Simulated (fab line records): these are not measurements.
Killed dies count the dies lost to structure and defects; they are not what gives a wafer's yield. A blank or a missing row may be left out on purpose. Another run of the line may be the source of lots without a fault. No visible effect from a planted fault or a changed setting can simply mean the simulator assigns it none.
Chamber matching    flow gf180mcu    GF_PASSIVATION_CVD_00 on pecvd-02 has 3 sister chambers
The step deposits SiO2 from TEOS, target thk 1000 nm, time 111.95 s. 14 wafers are shown with their chamber, then 7 later ones without.

EACH WAFER AND ITS CHAMBER
wafer   chamber  heater power w (W)
L403.1  2        720
L403.2  1        649
L403.5  2        753
L404.2  1        730
L404.5  0        876
L404.6  1        580
L408.1  2        707
L408.2  1        661
L408.5  0        813
L409.1  2        641
L409.2  0        783
L409.3  1        707
L411.4  0        827
L411.5  1        657

SIGNATURES (averages over the wafers above)
reading         chamber 0  chamber 1  chamber 2  scatter within a chamber
heater power w  824.75     664.00     705.25     47.4
Rule: distance of a wafer from a chamber = root of the sum over the readings of ((wafer's reading minus chamber's mean) / reading's scatter) squared. The wafer belongs to the nearest chamber; if the next one is less than 2 further off, it can't be placed. How the scatter is found: for the shown wafers, subtract from each reading the mean of its chamber, square and add these, divide the total by (wafers less chambers), then take the root.

WAFERS WITHOUT THEIR CHAMBER
wafer   heater power w (W)
L411.6  753
L422.1  910
L422.3  691
L422.6  606
L424.2  616
L424.3  696
L424.6  740

WHICH CHAMBER EACH ONE RAN IN
wafer   from the rows above           in truth
L411.6  can't be placed: 2 or 0 or 1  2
L422.1  0                             0
L422.3  can't be placed: 2 or 1       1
L422.6  can't be placed: 1 or 2       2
L424.2  can't be placed: 1 or 2       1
L424.3  can't be placed: 2 or 1       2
L424.6  can't be placed: 2 or 1 or 0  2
Correct placement for 1 of the 7. These rows do not allow placing 6 (true chamber among the candidates in 6). Placed wrongly: 0.
